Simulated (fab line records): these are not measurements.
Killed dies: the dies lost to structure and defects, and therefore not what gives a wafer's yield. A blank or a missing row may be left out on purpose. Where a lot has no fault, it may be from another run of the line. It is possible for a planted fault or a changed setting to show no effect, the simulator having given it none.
Matching of chambers | flow sky130 | SKY_VIA3_CMP_24 on cmp-02 has 4 sister chambers
The step polishes, stops on SiO2, t overpolish 20 s, target thk 0 nm. 8 wafers are shown with their chamber, then 9 later ones without.

WAFERS, EACH WITH ITS CHAMBER
wafer  | chamber | motor_current_A (A) | time_to_endpoint_s (s)
L360.2 | 0       | 12.1                | 93
L360.5 | 3       | 10.4                | 99
L361.5 | 0       | 11.3                | 97
L364.5 | 1       | 9.4                 | 98
L364.6 | 2       | 11.2                | 98
L367.1 | 3       | 10.6                | 97
L367.4 | 2       | 10.5                | 105
L367.5 | 1       | 9.7                 | 104

WAFERS WITHOUT THEIR CHAMBER
wafer  | motor_current_A (A) | time_to_endpoint_s (s)
L369.3 | 11.0                | 94
L369.4 | 11.9                | 93
L369.6 | 10.4                | 92
L375.1 | 11.5                | 96
L375.2 | 9.2                 | 102
L375.4 | 10.1                | 95
L378.2 | 11.4                | 96
L378.4 | 10.2                | 96
L378.5 | 11.1                | 96

THE CHAMBER EACH PASSED THROUGH
wafer  | from the rows above               | in truth
L369.3 | can't be placed: 3 or 0 or 2      | 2
L369.4 | 0                                 | 0
L369.6 | can't be placed: 3 or 2 or 1 or 0 | 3
L375.1 | can't be placed: 0 or 2           | 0
L375.2 | 1                                 | 1
L375.4 | can't be placed: 3 or 1 or 2      | 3
L378.2 | can't be placed: 0 or 2 or 3      | 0
L378.4 | can't be placed: 3 or 1 or 2      | 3
L378.5 | can't be placed: 0 or 3 or 2      | 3
Placed correctly: 2 of 9. These rows do not allow placing 7 (true chamber among the candidates in 7). 0 placed wrongly.
How it was worked out, from the rows above alone: a wafer's distance from a chamber is the root of the sum, over the readings, of the square of ((its reading less the chamber's mean) divided by the reading's scatter). The wafer belongs to the nearest chamber; if the next one is less than 2 further off, it can't be placed. A chamber's mean is the mean of its shown wafers. The scatter is the square root of a quotient: the sum, over the shown wafers, of each reading's squared deviation from its chamber's mean, divided by wafers minus chambers.
